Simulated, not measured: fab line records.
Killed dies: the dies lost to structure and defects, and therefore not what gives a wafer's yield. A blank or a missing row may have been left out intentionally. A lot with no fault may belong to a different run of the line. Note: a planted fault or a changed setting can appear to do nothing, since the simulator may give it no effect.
fab line records | flow gf180mcu
[record] lots = 6 wafers = 18 last-day = 34
route steps=602 shown POLY_GATE@161
lots that met no fault: from a run of the same line without faults
start-h: hours from the record's first day to the start of the lot's first wafer shown | wait-h: hours since the lot's step before | " repeats the value in the row above | L1.1+2: a row that stands for several wafers | - either no value or no given start | * or withheld: withheld | < > ~ a bound
route shown NAME@n: a module of which the file shows steps, and the number in the route of the first | usual: mean and standard deviation over wafers with no fault | same: alike in all rows | chamber/n: place in a boat | sites: readings site by site | _std_site: how widely they spread, as a standard deviation | _edge_site: inner sites' mean taken away from outer sites' mean | radius-mm: for every site, how far away it sits from the centre of the wafer | mask NAME#n: copy n | behind: the last tool/chamber to shape the wafer | hold: the reason the lot was held/the length of the hold in hours/how it ended | device: names the non-switching transistor (n, p or np) | end of line: the route-end tests of the same wafers | a step with no rows: only its recipe | killed: dies lost to structure and defects at the first sort, not the wafer's yield | map: per-die view of a wafer (x killed, . not killed, _ where there is no die)
set.NAME: setting as actually run; set.NAME@STEP: the setting as run at that earlier step | model.NAME: the simulator's own value behind a step, which no gauge read
certain route steps with their lots: each step a table, each wafer a row
services: when a tool's chamber went out of use (start-h, in hours from the record's first day, below 0 if earlier), for how many hours, and the reason
[[steps]]
[step GF_POLY_GATE_COAT_04]
[recipe] resist = BARC temp-c = withheld time-s = withheld spin-rpm = withheld resist-thk-nm = withheld
[step GF_POLY_GATE_COAT_05]
[recipe] resist = KrF spin-rpm = withheld resist-thk-nm = 700
[step GF_POLY_GATE_SOFTBAKE_06]
[recipe] temp-c = 129.3 time-s = 60 resist = KrF
[step GF_POLY_GATE_EXPOSE_07]
[recipe] mask-id = Poly2 target-cd-nm = 280 na = 0.68 source-shape = conventional sigma-outer = 0.6 dose-mj = 28
[step GF_POLY_GATE_PEB_08]
[recipe] peb-temp-c = 135 peb-time-s = 90 resist = KrF
[step GF_POLY_GATE_DEVELOP_09]
[recipe] develop-time-s = 60 resist = KrF dev-temp-c = 21
[step GF_POLY_GATE_CD_MEAS_10]
[recipe] target-cd-nm = 280
[usual] cd-nm = 279.8/1.2
// columns lot.wafer tool chamber start-h wait-h cd-nm
L866.2 cd-sem-02 - 205.16 0.1 281.3
L866.5 " - " " 281.2
L866.6 " - " " 281.1
L869.2 cd-sem-02 - 224.37 0.1 281.2
L869.4 " - " " 279.5
L869.5 " - " " 279.7
L880.1 cd-sem-01 - 307.85 0.1 279.1
L880.5 " - " " 280.1
L880.6 " - " " 279.2
L881.1 cd-sem-01 - 312.15 0.1 280.8
L881.2 " - " " 279.5
L881.4 " - " " 280.0
L886.1 cd-sem-01 - 351.20 0.1 279.4
L886.2 " - " " 279.8
L886.6 " - " " 281.0
L888.2 cd-sem-01 - 362.92 0.1 280.4
L888.3 " - " " 278.7
L888.4 " - " " 280.0
[step GF_POLY_GATE_OVL_MEAS_11]
[usual] POLY_GATE_OVL = -1/5.6
// columns lot.wafer tool chamber start-h wait-h POLY_GATE_OVL[nm]
L866.2 overlay-02 - 205.26 0.1 -7
L866.5 " - " " -1
L866.6 " - " " -4
L869.2 overlay-02 - 224.48 0.1 8
L869.4 " - " " 0
L869.5 " - " " -2
L880.1 overlay-02 - 307.97 0.1 -5
L880.5 " - " " -1
L880.6 " - " " -6
L881.1 overlay-02 - 312.27 0.1 -1
L881.2 " - " " -5
L881.4 " - " " 2
L886.1 overlay-01 - 351.32 0.1 3
L886.2 " - " " 4
L886.6 " - " " 9
L888.2 overlay-02 - 363.02 0.1 9
L888.3 " - " " 6
L888.4 " - " " 4
[step GF_POLY_GATE_ETCH_12]
[recipe] chemistry = N2/H2 target-depth-a = withheld overetch-a = withheld time-s = withheld target = BARC ion-energy-ev = 200 source-w = 500 bias-w = 100 pressure-mtorr = 30 n2-flow-sccm = 100 h2-flow-sccm = 200
[usual] drypump-motor-current-A = 5.7/0.41 n2-flow-sccm = 99.95/0.28 oes-product-au = 0.735/0.0044 throttle-valve-pct = 13.215/0.01
// columns lot.wafer tool chamber start-h wait-h drypump-motor-current-A n2-flow-sccm oes-product-au throttle-valve-pct
L866.2 rie-diel-04 3 205.29 0.0 5.7 100.09 0.739 13.227
L866.5 " 1 " " 5.7 100.13 0.736 13.214
L866.6 " 3 " " 5.7 100.21 0.729 13.216
L869.2 rie-diel-03 3 224.51 0.0 5.6 99.83 0.727 13.222
L869.4 " 2 " " 6.4 99.72 0.732 13.226
L869.5 " 1 " " 5.7 99.97 0.729 13.195
L880.1 rie-diel-04 2 308.01 0.0 5.9 100.02 0.739 13.213
L880.5 " 1 " " 5.7 99.42 0.733 13.202
L880.6 " 0 " " 5.2 100.02 0.730 13.223
L881.1 rie-diel-03 1 312.30 0.0 5.7 100.42 0.737 13.214
L881.2 " 3 " " 5.6 99.43 0.729 13.233
L881.4 " 2 " " 6.4 100.31 0.732 13.213
L886.1 rie-diel-02 3 351.36 0.0 4.9 99.51 0.735 13.219
L886.2 " 1 " " 5.9 99.64 0.737 13.205
L886.6 " 3 " " 4.9 100.09 0.738 13.230
L888.2 rie-diel-03 0 363.05 0.0 6.2 100.44 0.732 13.220
L888.3 " 1 " " 5.6 100.24 0.734 13.204
L888.4 " 0 " " 6.1 99.89 0.729 13.218
[step GF_POLY_GATE_ETCH_13]
[recipe] target = poly-Si target-depth-nm = 198.5 stop-on = SiO2 over-etch-frac = 0.403 chemistry = HBr/Cl2 icp-w = 400 bias-w = 100 pressure-mtorr = 10 HBr_flow_sccm = 150 Cl2_flow_sccm = 50 time-s = 69.6
[usual] drypump-motor-current-A = 5.6/0.46 oes-product-au = 0.992/0.0066 throttle-valve-pct = 33.684/0.0097
// columns lot.wafer tool chamber start-h wait-h drypump-motor-current-A oes-product-au rf-hours-counter-h throttle-valve-pct
L866.2 rie-si-01 3 205.37 - 5.2 0.993 0 33.684
L866.5 " 3 " " 5.2 0.997 - 33.692
L866.6 " 0 " " 5.2 0.995 - 33.689
L869.2 rie-si-02 3 224.56 - 6.4 0.980 36 33.667
L869.4 " 0 " " 6.0 0.974 118 33.677
L869.5 " 3 " " 6.4 0.997 - 33.700
L880.1 rie-si-01 2 308.06 - 5.0 1.000 4 33.678
L880.5 " 3 " " 5.2 0.997 - 33.695
L880.6 " 0 " " 5.2 0.990 - 33.693
L881.1 rie-si-01 2 312.36 - 5.0 0.997 4 33.679
L881.2 " 0 " " 5.2 0.995 37 33.688
L881.4 " 1 " " 5.8 0.998 5 33.688
L886.1 rie-si-02 3 351.41 - 6.4 0.992 37 33.694
L886.2 " 1 " " 5.5 0.984 3 33.691
L886.6 " 2 " " 5.5 0.990 - 33.701
L888.2 rie-si-02 0 363.10 - 6.0 0.979 1 33.684
L888.3 " 3 " " 6.4 0.986 37 33.671
L888.4 " 1 " " 5.5 0.996 3 33.678
[step GF_POLY_GATE_STRIP_14]
[recipe] chemistry = O2/N2 power-w = 1400 pressure-mtorr = 1500 platen-temp-c = 250 o2-flow-sccm = 3000 n2-flow-sccm = 300 overash-fraction = 0.5
[usual] drypump-motor-current-A = 5.8/0.44 heater-power-w = 323/41 n2-flow-sccm = 300.1/0.88 oes-product-au = 0.504/0.0051
// columns lot.wafer tool chamber start-h wait-h drypump-motor-current-A heater-power-w n2-flow-sccm oes-product-au rf-hours-counter-h
L866.2 plasma-asher-04 1 205.43 0.0 5.1 334 298.7 0.507 57
L866.5 " 1 " " 5.1 330 299.8 0.503 -
L866.6 " 0 " " 6.3 297 300.0 0.506 -
L869.2 plasma-asher-04 0 224.62 0.0 6.3 304 302.5 0.503 59
L869.4 " 1 " " 5.0 328 301.4 0.504 -
L869.5 " 1 " " 5.0 331 301.0 0.499 -
L880.1 plasma-asher-01 0 308.11 0.0 5.9 410 298.8 0.507 49
L880.5 " 0 " " 5.9 418 298.0 0.509 -
L880.6 " 1 " " 6.0 302 300.9 0.506 -
L881.1 plasma-asher-01 1 312.41 0.0 5.9 316 300.9 0.498 49
L881.2 " 0 " " 5.9 413 298.8 0.504 49
L881.4 " 1 " " 5.9 309 299.4 0.509 -
L886.1 plasma-asher-02 1 351.46 0.0 5.6 299 298.9 0.508 23
L886.2 " 0 " " 6.0 284 299.1 0.506 23
L886.6 " 1 " " 5.6 298 300.1 0.498 -
L888.2 plasma-asher-02 1 363.16 0.0 5.6 315 299.3 0.504 25
L888.3 " 0 " " 6.0 269 300.2 0.506 -
L888.4 " 1 " " 5.6 305 299.7 0.500 -
[step GF_POLY_GATE_CLEAN_15]
[recipe] chemistry = SC1/SC2 mix = 1:4:20 temp-c = 70 time-s = 150 dry = n2-spin
[step GF_POLY_GATE_OXIDATION_16]
[recipe] temp-c = 850 ambient = O2 stabilise-s = 600 purge-s = 300 target-thk-a = 40 ox-time-s = 899
[usual] ox-temp-c = 849.9/0.42 ox-temp-c-max = 854.2/0.75 spike-tc-upper-C = 850.2/1.1
// columns lot.wafer tool chamber start-h wait-h ox-temp-c ox-temp-c-max spike-tc-upper-C
L866.2 furnace-01 0 205.59 0.0 851.0 854.9 850.4
L866.5 " 0 " " 850.4 854.3 851.6
L866.6 " 0 " " 850.1 854.4 847.8
L869.2 furnace-02 0 226.30 1.5 850.2 854.9 851.3
L869.4 " 0 " " 850.4 854.5 850.6
L869.5 " 0 " " 850.7 855.3 849.2
L880.1 furnace-02 - 308.27 0.0 - - -
L880.5 " - " " - - -
L880.6 " - " " - - -
L881.1 furnace-02 - 312.57 0.0 - - -
L881.2 " - " " - - -
L881.4 " - " " - - -
L886.1 furnace-02 0 351.96 0.3 850.0 855.6 850.9
L886.2 " 0 " " 849.1 854.0 850.0
L886.6 " 0 " " 850.1 854.2 849.2
L888.2 furnace-02 0 364.73 1.4 850.1 854.4 850.7
L888.3 " 0 " " 850.1 854.5 849.8
L888.4 " 0 " " 850.0 854.5 850.5
[[services]]
// columns tool chamber start-h hours kind
rie-si-01 - 181.36 2.8 pm
plasma-asher-02 - 187.70 2.2 repair
furnace-01 - 188.05 3.7 pm
rie-diel-04 2 190.34 17.8 repair
rie-diel-04 0 199.79 16.0 repair
rie-si-01 2 208.24 3.3 repair
furnace-02 - 216.32 4.5 repair
rie-si-02 - 217.54 0.6 repair
furnace-02 - 220.83 3.0 pm
rie-si-01 2 229.05 3.0 repair
rie-diel-03 - 234.84 1.1 repair
rie-diel-02 2 242.67 31.4 repair
rie-diel-03 1 244.84 1.5 repair
rie-diel-03 2 259.85 5.8 repair
rie-diel-03 2 272.45 1.2 repair
furnace-01 - 274.79 3.6 pm
rie-diel-02 1 275.59 1.4 repair
furnace-01 - 299.24 3.6 repair
rie-si-02 1 319.15 6.4 repair
rie-diel-02 2 322.81 2.5 repair
plasma-asher-01 - 332.97 3.1 repair
rie-diel-03 1 335.65 2.4 repair
rie-diel-03 - 341.18 2.8 pm
rie-diel-03 3 353.57 14.6 repair
[[key]]
[first-sign] step = GF_POLY_GATE_OXIDATION_16 reading = tool-record direction = missing
effect none on later readings
met-at GF_POLY_GATE_OXIDATION_16
struck-wafers L880.1,L880.5,L880.6,L881.1,L881.2,L881.4
later-rows-left-out L880.1,L880.5,L880.6,L881.1,L881.2,L881.4
sort-left-out L880.1,L880.5,L880.6,L881.1,L881.2,L881.4
tester-left-out L880,L881
onset-between 226.30 308.27
[fault] kind = skipped-step-whole tool = furnace-02 chamber = - onset-h = 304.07 steps = GF_POLY_GATE_OXIDATION_16 scope = struck-lots-only
// tester-left-out: of these lots the tester's yield and bins aren't shown, on N5 and GAA mostly nor the transistor test; their killed dies are dies lost to structure and defects alone, not to doping, threshold or leakage, so they don't give the yield
// sort-left-out: the simulated sort isn't trusted on such a fault, so these wafers' sort isn't shown, and their yield isn't known
// later-rows-left-out: the simulator's readings of these wafers behind a module that went badly wrong aren't trusted and aren't shown, but for the sort
